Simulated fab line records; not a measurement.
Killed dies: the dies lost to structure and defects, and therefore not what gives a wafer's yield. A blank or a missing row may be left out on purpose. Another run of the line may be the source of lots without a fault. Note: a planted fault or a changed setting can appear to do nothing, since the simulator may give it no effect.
Lot-split experiment | flow sky130 | 17 wafers read from 5 lots, route of 708 steps

== ON THE SPLIT ==
At SKY_METAL5_METAL_ETCH_15 (etches the open film in Cl2/BCl3, stops on SiO2, target depth 1260 nm, time 252 s), the setting icp-w was moved away from the recipe's 900 W on 6 of the 17 wafers read, by -7.0% to +9.5%. All remaining wafers had this setting at the recipe value.

The reading comes from the split's own step.

== THE READING ==
NOVOLAK_of_METAL5_COAT_09.thk-nm (the simulator's own value, which no gauge read), in nm, at SKY_METAL5_METAL_ETCH_15 (etches the open film in Cl2/BCl3, stops on SiO2, target depth 1260 nm, time 252 s). The file does not state a usual value for it. Across the 11 wafers here that went through the recipe, the average is 1034.4 nm and the standard deviation 6.9 nm.

wafer  | tool, chamber at the split | icp-w as run, W | against the recipe | NOVOLAK_of_METAL5_COAT_09.thk-nm, nm | against lot-mates on the recipe
L074.2 | rie-metal-04, 0            | 900             | recipe             | 1026                                 | -
L074.6 | rie-metal-04, 1            | 837.4           | -7.0%              | 1068                                 | +42.0
L078.1 | rie-metal-03, 1            | 900             | recipe             | 1039                                 | -
L078.5 | rie-metal-03, 1            | 900             | recipe             | 1040                                 | -
L079.1 | rie-metal-03, 1            | 900             | recipe             | 1033                                 | -
L079.4 | rie-metal-03, 0            | 900             | recipe             | 1032                                 | -
L079.5 | rie-metal-03, 1            | 900             | recipe             | 1046                                 | -
L080.1 | rie-metal-02, 1            | 836.6           | -7.0%              | 1072                                 | +36.5
L080.2 | rie-metal-02, 0            | 900             | recipe             | 1045                                 | -
L080.4 | rie-metal-02, 1            | 836.6           | -7.0%              | 1071                                 | +35.5
L080.5 | rie-metal-02, 0            | 900             | recipe             | 1026                                 | -
L080.6 | rie-metal-02, 1            | 836.6           | -7.0%              | 1077                                 | +41.5
L082.2 | rie-metal-04, 1            | 985.2           | +9.5%              | 978.5                                | -51.8
L082.3 | rie-metal-04, 1            | 900             | recipe             | 1030                                 | -
L082.4 | rie-metal-04, 0            | 900             | recipe             | 1034                                 | -
L082.5 | rie-metal-04, 1            | 985.2           | +9.5%              | 971.2                                | -59.1
L082.6 | rie-metal-04, 0            | 900             | recipe             | 1027                                 | -

THE FIT
A straight line over all 17 wafers: NOVOLAK_of_METAL5_COAT_09.thk-nm changes by -5.83 nm for each +1% of icp-w; r = -0.98; the points scatter about the line by 6.5 nm.
The same after taking each lot's own level away (the mean of its wafers on the recipe; 17 wafers): -5.7 nm for each +1%; r = -0.98; scatter 5.2 nm.
The reading moves by 54 nm for the largest change in icp-w, on that fit.
Across the lots, their own levels run from 1026.00 to 1039.50 nm, a range of 2.0 times the standard deviation given above.
Consequently the slope shifts little with the lot-to-lot level, the two slopes agreeing.
Check: for one of the wafers moved furthest among these (+9.5%), held out of the fit, the line's prediction against its lot-mates is -55.7 nm. It came out at -51.8 nm against them.

== OTHER SPLITS ON THESE WAFERS ==
These wafers also went through other splits before the reading. Each is held against what the fit with the lots' levels taken away leaves over:
other split on the same wafers  | wafers away from the commonest value | r with NOVOLAK_of_METAL5_COAT_09.thk-nm (lot level and that fit taken away)
SKY_CAP2M_COAT_07 resist-thk-nm | 4                                    | +0.08
SKY_VIA4_SOFTBAKE_07 temp-c     | 5                                    | -0.32
SKY_VIA4_CVD_18 temp-c          | 3                                    | -0.23
SKY_METAL5_SPUTTER_03 time-s    | 0                                    | -

== THE WHOLE CHAIN: every reading that the file lists as answering this split, in the file's order ==
step                     | what it does                                                                      | reading                                                                           | change (the file's fit)              | r (the file's)
SKY_METAL5_METAL_ETCH_15 | etches the open film in Cl2/BCl3, stops on SiO2, target depth 1260 nm, time 252 s | NOVOLAK_of_METAL5_COAT_09.thk-nm (the simulator's own value, which no gauge read) | -5.76 nm for each +1% of the setting | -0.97
SKY_METAL5_STRIP_16      | strips in O2/N2                                                                   | strip-time-to-endpoint-s                                                          | withheld for each +1% of the setting | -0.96

== FILE'S OWN FIT ==
NOVOLAK_of_METAL5_COAT_09.thk-nm changes by -5.76 nm for each +1% of icp-w, r = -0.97.
